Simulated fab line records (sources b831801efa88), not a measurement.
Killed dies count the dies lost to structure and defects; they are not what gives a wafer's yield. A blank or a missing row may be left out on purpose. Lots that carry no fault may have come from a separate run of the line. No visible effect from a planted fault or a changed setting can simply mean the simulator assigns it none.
A lot that was struck, set against a sound lot ; flow gf180mcu ; 44 out of 602 route steps
Sound: wafers L926.1, L926.4, L926.6. Wafers L936.2, L936.5, L936.6 were the ones struck. Last of all comes the cause.
For every step that has rows: the tool of each side, followed by ch and its chambers, followed by its first start. Under that, the readings that differ: sound wafers ; struck wafers ; difference of the means ; sigmas: that difference in standard deviations of wafers without a fault.
alike: readings with means less than 2 such deviations apart, plus words and numbers identical on both sides. not compared: withheld readings, readings lacking a value on some wafer, bounds such as >300 that could conceal the same value, and numbers that have no deviation in the record and whose values overlap.
Wherever a step has rows on one side only, a row that says differs or no value, or a row with sigmas, the two part there. Numbers that have no deviation but don't overlap get no sigmas and don't part them. Lack of a reading on every wafer of one side parts them only where that side has two or more wafers.

first, 2 steps without rows for these wafers: GF_NWELL_IMPLANT_08; GF_NWELL_IMPLANT_09.
GF_NWELL_STRIP_10: strips in O2/N2.
  sound on plasmaAsher-02 ch 0,1, day 4 17:25; struck on plasmaAsher-02 ch 0,1, day 6 21:19
  alike: chamberPressureMTorr, drypumpMotorCurrentA, heaterPowerW, n2FlowSccm, oesProductAu, stripTimeToEndpointS
  not compared: rfHoursCounterH
GF_NWELL_TW_MEAS_11:
  struck on filmMetro-03, day 6 21:26; sound on filmMetro-04, day 4 17:31
  alike: NWELL_TW
then, 7 steps without rows for these wafers: GF_LVPWELL_DEHYDRATE_00 (time 60 s); GF_LVPWELL_HMDS_01 (prime time 60 s); GF_LVPWELL_COAT_02 (resist thk 3000 nm); GF_LVPWELL_SOFTBAKE_03; GF_LVPWELL_EXPOSE_04 (exposes mask LVPWELL, target cd 600 nm); GF_LVPWELL_PEB_05; GF_LVPWELL_DEVELOP_06 (develop time 60 s).
GF_LVPWELL_OVL_MEAS_07:
  struck on overlay-02, day 7 12:53; sound on overlay-02, day 5 07:23
reading;sound;struck;difference;sigmas
LVPWELL_OVL (nm);0.6 -0.9 -0.3;2.3 1.5 3.1;+2.5;+2
GF_LVPWELL_IMPLANT_08:
  sound on implanter-02 ch 0, day 5 07:25; struck on implanter-02 ch 0, day 7 12:57
reading;sound;struck;difference;sigmas
doseIonsCm2;1.4981e+13 1.4999e+13 1.4995e+13;1.5577e+13 1.557e+13 1.5588e+13;+5.8667e+11;+35
  alike: beamOnS, tiltDeg
next, for these wafers, 1 step has no rows: GF_LVPWELL_IMPLANT_09.
GF_LVPWELL_STRIP_10: strips in O2/N2.
  sound on plasmaAsher-04 ch 1, day 5 07:43; struck on plasmaAsher-01 ch 0,1, day 7 13:13
reading;sound;struck;difference;sigmas
chamberPressureMTorr (mTorr);1498.9 1498.3 1498.1;1503.6 1501.4 1501.1;+3.6;+2
  alike: drypumpMotorCurrentA, heaterPowerW, n2FlowSccm, oesProductAu, stripTimeToEndpointS
  not compared: rfHoursCounterH
GF_LVPWELL_TW_MEAS_11:
  struck on filmMetro-04, day 7 13:20; sound on filmMetro-03, day 5 07:49
  alike: LVPWELL_TW
then, 7 steps without rows for these wafers: GF_MVSD_DEHYDRATE_00 (time 60 s); GF_MVSD_HMDS_01 (prime time 60 s); GF_MVSD_COAT_02 (resist thk 3000 nm); GF_MVSD_SOFTBAKE_03; GF_MVSD_EXPOSE_04 (exposes mask MVSD, target cd 1000 nm); GF_MVSD_PEB_05; GF_MVSD_DEVELOP_06 (develop time 60 s).
GF_MVSD_OVL_MEAS_07:
  struck on overlay-02, day 8 04:45; sound on overlay-02, day 5 21:47
  alike: MVSD_OVL
then, 2 steps without rows for these wafers: GF_MVSD_IMPLANT_08; GF_MVSD_IMPLANT_09.
GF_MVSD_STRIP_10: strips in O2/N2.
  sound on plasmaAsher-04 ch 0,1, day 5 22:07; struck on plasmaAsher-03 ch 0,1, day 8 05:05
  alike: chamberPressureMTorr, drypumpMotorCurrentA, heaterPowerW, n2FlowSccm, oesProductAu, stripTimeToEndpointS
  not compared: rfHoursCounterH
GF_MVSD_TW_MEAS_11:
  struck on filmMetro-01, day 8 05:11; sound on filmMetro-03, day 5 22:13
reading;sound;struck;difference;sigmas
MVSD_TW;1564 1550 1567;1583 1586 1575;+21;+2
then, 7 steps without rows for these wafers: GF_MVPSD_DEHYDRATE_00 (time 60 s); GF_MVPSD_HMDS_01 (prime time 60 s); GF_MVPSD_COAT_02 (resist thk 3000 nm); GF_MVPSD_SOFTBAKE_03; GF_MVPSD_EXPOSE_04 (exposes mask MVPSD, target cd 1000 nm); GF_MVPSD_PEB_05; GF_MVPSD_DEVELOP_06 (develop time 60 s).
GF_MVPSD_OVL_MEAS_07:
  struck on overlay-01, day 8 22:12; sound on overlay-02, day 6 12:18
  alike: MVPSD_OVL
then, 2 steps without rows for these wafers: GF_MVPSD_IMPLANT_08; GF_MVPSD_IMPLANT_09.
GF_MVPSD_STRIP_10: strips in O2/N2.
  sound on plasmaAsher-04 ch 0,1, day 6 12:38; struck on plasmaAsher-03 ch 0,1, day 8 22:32
  alike: chamberPressureMTorr, drypumpMotorCurrentA, heaterPowerW, n2FlowSccm, oesProductAu, stripTimeToEndpointS
  not compared: rfHoursCounterH
GF_MVPSD_TW_MEAS_11:
  struck on filmMetro-01, day 8 22:38; sound on filmMetro-04, day 6 12:44
  alike: MVPSD_TW
then, 2 steps without rows for these wafers: GF_VT_IMPLANT_DEHYDRATE_00 (time 60 s); GF_VT_IMPLANT_HMDS_01 (prime time 60 s).
-- the record jumps here: 3 days lie between the struck wafers' starts before and after --
GF_VT_IMPLANT_RS_MEAS_48: measures by four-point-probe.
  struck on filmMetro-03, day 11 22:44; sound on filmMetro-01, day 9 06:55
reading;sound;struck;difference;sigmas
LVPWELL_RS (ohm/sq);1194.7 1196.5 1196.7;1175.9 1175.0 1174.8;-20.7;-7
GF_PASSIVATION_PROBE_99:
  the record has rows for the sound wafers here (prober-02, day 30 20:25) and none for the struck ones

## WHERE THEY PART
Last at GF_PASSIVATION_PROBE_99 as far as this record goes, first at GF_LVPWELL_OVL_MEAS_07.

WHY: whatever the simulator had introduced
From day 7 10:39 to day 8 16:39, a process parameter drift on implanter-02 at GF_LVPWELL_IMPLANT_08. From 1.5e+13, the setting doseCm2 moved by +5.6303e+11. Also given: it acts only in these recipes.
